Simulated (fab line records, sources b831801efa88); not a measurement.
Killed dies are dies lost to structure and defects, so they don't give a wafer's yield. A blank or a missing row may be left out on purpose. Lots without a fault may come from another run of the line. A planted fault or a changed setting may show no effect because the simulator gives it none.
A struck lot beside a sound one | flow gf180mcu | 16 steps out of a route of 602
Sound: wafers L797.3, L797.4, L797.5. Struck: wafers L805.1, L805.4, L805.6. The cause comes at the end.
At each step with rows: each side's tool, then ch and its chambers, then its first start. Under that, the readings that differ: sound wafers | struck wafers | difference of the means | sigmas: that difference in standard deviations of wafers without a fault.
alike: readings whose means differ by less than 2 such deviations, and words and numbers that are the same on both sides. not compared: withheld readings, readings that some wafer has no value for, bounds like >300 that may hide the same value, and numbers for which the record gives no deviation and whose values overlap.
The two part at a step that has a row with sigmas, a row that says differs or no value, or rows on one side only. Numbers that don't overlap but have no deviation are shown without sigmas and don't part them. A reading that every wafer of one side lacks parts them only if that side has two wafers or more.

first, 6 steps without rows for these wafers: GF_PSD_HMDS_01 (prime time 60 s); GF_PSD_COAT_02 (resist thk 1000 nm); GF_PSD_SOFTBAKE_03 (time 60 s); GF_PSD_EXPOSE_04 (exposes mask Pplus, target cd 400 nm); GF_PSD_PEB_05; GF_PSD_DEVELOP_06 (develop time 60 s).
GF_PSD_CD_MEAS_07: target cd 400 nm.
  sound on cd_sem-02, day 14 03:10; struck on cd_sem-01, day 16 18:14
  alike: cd_nm
GF_PSD_OVL_MEAS_08:
  sound on overlay-01, day 14 03:16; struck on overlay-01, day 16 18:22
  alike: PSD_OVL
then, 1 step without rows for these wafers: GF_PSD_IMPLANT_09.
GF_PSD_STRIP_10: strips in O2/N2.
  sound on plasma_asher-03 ch 0,1, day 14 03:28; struck on plasma_asher-02 ch 0,1, day 16 18:33
  alike: drypump_motor_current_A, heater_power_w, n2_flow_sccm, oes_product_au, strip_time_to_endpoint_s
  not compared: rf_hours_counter_h
GF_PSD_TW_MEAS_11:
  sound on film_metro-01, day 14 03:33; struck on film_metro-03, day 16 18:39
  alike: PSD_TW
then, 1 step without rows for these wafers: GF_PSD_CLEAN_12 (cleans in SC1/SC2, time 150 s).
GF_PSD_RTA_13: time 20 s.
  sound on rtp_anneal-01 ch 0, day 14 03:40; struck on rtp_anneal-01 ch 0, day 16 18:46
  reading            | sound                | struck               | difference | sigmas
  lamp_power_pct (%) | 37.5 37.4 37.4       | 35.0 35.0 35.0       | -2.4       | -3
  wafer_temp_C_max   | 1031.3 1029.7 1029.4 | 1005.6 1003.5 1006.6 | -24.9      | -25
GF_PSD_RS_MEAS_14: measures by four-point-probe.
  sound on film_metro-03, day 14 03:46; struck on film_metro-03, day 16 19:08
  reading         | sound             | struck            | difference | sigmas
  NSD_RS (ohm/sq) | 46.11 46.01 46.06 | 49.19 49.31 49.32 | +3.21      | +33
  not compared: hold
GF_PSD_RS_MEAS_15: measures by four-point-probe.
  sound on film_metro-03, day 14 03:53; struck on film_metro-03, day 16 23:20
  reading         | sound             | struck            | difference | sigmas
  PSD_RS (ohm/sq) | 108.6 108.5 108.5 | 124.9 125.1 125.2 | +16.5      | +52
  not compared: hold
GF_PASSIVATION_PROBE_99:
  the record has rows for the sound wafers here (prober-01, day 28 20:23) and none for the struck ones

WHERE THEY PART
First at GF_PSD_RTA_13; last, within this record, at GF_PASSIVATION_PROBE_99.

WHY: what the simulator had put in
Process parameter drift: rtp_anneal-01, from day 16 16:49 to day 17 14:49, at GF_PSD_RTA_13. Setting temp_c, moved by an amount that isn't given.
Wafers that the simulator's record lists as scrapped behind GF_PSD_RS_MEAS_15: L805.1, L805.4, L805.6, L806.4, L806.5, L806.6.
